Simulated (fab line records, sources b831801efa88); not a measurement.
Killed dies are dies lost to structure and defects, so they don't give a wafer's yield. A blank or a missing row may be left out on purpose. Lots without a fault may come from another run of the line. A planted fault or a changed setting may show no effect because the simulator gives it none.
Chamber matching | flow sfq_line | SFQ_TRILAYER_I4_CMP_CMP_100 on cmp-02: 4 sister chambers
The step polishes SiO2. 8 wafers are shown with their chamber, then 7 later ones without.

WAFERS WITH THEIR CHAMBER
wafer  | chamber | motor_current_A (A) | time_to_endpoint_s (s)
L122.5 | 2       | 10.0                | 211
L123.3 | 3       | 7.7                 | 224
L125.1 | 3       | 7.4                 | 219
L128.1 | 1       | 11.0                | 205
L128.2 | 2       | 9.6                 | 218
L128.5 | 0       | 11.3                | 212
L131.1 | 0       | 11.4                | 217
L131.3 | 1       | 11.3                | 206

WAFERS WITHOUT THEIR CHAMBER
wafer  | motor_current_A (A) | time_to_endpoint_s (s)
L131.5 | 10.8                | 217
L134.4 | 8.0                 | 213
L134.3 | 10.0                | 211
L134.6 | 11.2                | 224
L145.3 | 11.5                | 207
L145.2 | 7.7                 | 215
L145.6 | 11.0                | 207

WHICH CHAMBER EACH WENT THROUGH
wafer  | from the rows above     | in truth
L131.5 | can't be placed: 0 or 1 | 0
L134.4 | 3                       | 3
L134.3 | 2                       | 2
L134.6 | 0                       | 0
L145.3 | can't be placed: 1 or 0 | 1
L145.2 | 3                       | 3
L145.6 | can't be placed: 1 or 0 | 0
Placed correctly: 4 of 7. Can't be placed from these rows: 3 (the true chamber is among the candidates in 3). Placed wrongly: 0.
How it was worked out, from the rows above alone: a wafer's distance from a chamber is the root of the sum, over the readings, of the square of ((its reading less the chamber's mean) divided by the reading's scatter). The wafer belongs to the nearest chamber; if the next one is less than 2 further off, it can't be placed. A chamber's mean is the mean of its shown wafers. The scatter: the root of (the sum of the squares of (reading less its chamber's mean) over the shown wafers, divided by (wafers less chambers)).
